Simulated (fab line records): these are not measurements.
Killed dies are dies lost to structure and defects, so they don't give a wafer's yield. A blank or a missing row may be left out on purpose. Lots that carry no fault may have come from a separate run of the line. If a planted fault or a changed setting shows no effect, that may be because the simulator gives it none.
Comparing a struck lot with a sound one | flow sky130 | 16 steps out of a route of 708
Sound: these wafers, L878.2, L878.3, L878.4. Struck: wafers L887.1, L887.4 (left out: L887.2, a lot-mate that was not struck); the cause follows at the end.
Order at every step that has rows: each side's tool, ch and its chambers, its first start. Under that, the readings that differ: sound wafers | struck wafers | difference of the means | sigmas: that difference in standard deviations of wafers without a fault.
alike: words and numbers the same on both sides, and readings whose means are apart by under 2 such deviations; not compared: readings that were withheld, readings missing a value for some wafer, numbers with overlapping values and no deviation given by the record, and bounds like >300 which may hide the same value.
A row with sigmas, a row that says differs or no value, or rows on one side alone: a step with any of these is where the two part. Numbers that don't overlap but have no deviation are shown without sigmas and don't part them. A reading missing from all wafers of one side parts the sides only when that side holds two or more wafers.

SKY_SD_N_OVL_MEAS_08:
  struck on overlay-02, day 32 16:03; sound on overlay-02, day 29 16:36
  alike: SD_N_OVL
then, 2 steps without rows for these wafers: SKY_SD_N_IMPLANT_09; SKY_SD_N_IMPLANT_10.
SKY_SD_N_STRIP_11: strips in O2/N2.
  sound on plasma asher-03 ch 0,1, day 29 16:56; struck on plasma asher-04 ch 0,1, day 32 16:23
  alike: drypump motor current A, oes product au, strip time to endpoint s
  not compared: rf hours counter h
SKY_SD_N_TW_MEAS_12:
  struck on film metro-04, day 32 16:29; sound on film metro-03, day 29 17:02
  alike: SD_N_TW
then, 1 step without rows for these wafers: SKY_SD_N_CLEAN_13 (cleans in SC1/SC2, time 150 s).
SKY_SD_N_RTA_14: time 2 s.
  sound on rtp anneal-01 ch 0, day 29 17:09; struck on rtp anneal-02 ch 0, day 32 16:36
  reading            | sound             | struck      | difference | sigmas
  lamp power pct (%) | 15.78 15.85 15.68 | 15.64 15.65 | -0.12      | -2
  alike: wafer_temp_C_max
SKY_SD_N_RS_MEAS_16: a four-point-probe measurement.
  struck on film metro-04, day 32 16:52; sound on film metro-03, day 29 17:20
  alike: SD_N_RS
SKY_SD_N_RS_MEAS_17: a four-point-probe measurement.
  struck on film metro-04, day 32 16:59; sound on film metro-03, day 29 17:27
  alike: SD_P_RS
SKY_SD_N_RS_MEAS_18: a four-point-probe measurement.
  struck on film metro-04, day 32 17:06; sound on film metro-03, day 29 17:34
  alike: RES_XHIGH_RS
then, 1 step without rows for these wafers: SKY_SALICIDE_CLEAN_00 (cleans in HF-last, time 30 s).
SKY_LI_CONTACT_HDPCVD_00: deposits PSG, target thk 930 nm, time 155 s.
  sound on hdpcvd-01 ch 0,2, day 29 17:41; struck on hdpcvd-01 ch 0, day 32 17:14
  reading                                       | sound             | struck      | difference | sigmas
  run length s (s)                              | 182.6 182.8 182.7 | 276.8 276.6 | +94.0      | +99 or more
  model.PSG_of_LI_CONTACT_HDPCVD_00.thk nm (nm) | 942.6 914.9 942.3 | 1487 1478   | +549       |
SKY_LI_CONTACT_THK_MEAS_01:
  struck on film metro-02, day 32 17:35; sound on film metro-03, day 29 17:48
  reading                    | sound       | struck    | difference | sigmas
  LI_CONTACT_HDPCVD_THK (nm) | 942 914 942 | 1488 1477 | +550       | +34
  not compared: hold
SKY_LI_CONTACT_CMP_02: polishes PSG.
  sound on cmp-01 ch 0,2,3, day 29 17:54; struck on cmp-01 ch 2,3, day 32 23:00
  reading                | sound    | struck                                            | difference                   | sigmas
  hold                   | - - -    | await dispo/5.4h/release await dispo/5.4h/release | no value on the sound wafers |
  time to endpoint s (s) | 31 23 36 | 81 87                                             | +54                          | +13
  alike: motor current A
SKY_LI_CONTACT_BOW_MEAS_03:
  struck on film metro-02, day 32 23:26; sound on film metro-02, day 29 18:10
  alike: LI_CONTACT_BOW
-- record jumps: 16 days separate the struck wafers' starts on either side; left off in module LI_CONTACT, taken up again in module PAD_OPEN, whose first shown step is the route's number 708 --
SKY_PAD_OPEN_PROBE_99:
  only the struck wafers here have rows in the record (prober-02, day 49 07:21); the sound ones have none

## WHERE THEY PART
At SKY_SD_N_RTA_14 first; at SKY_PAD_OPEN_PROBE_99 last (within this record only).

WHY: what had been put in by the simulator
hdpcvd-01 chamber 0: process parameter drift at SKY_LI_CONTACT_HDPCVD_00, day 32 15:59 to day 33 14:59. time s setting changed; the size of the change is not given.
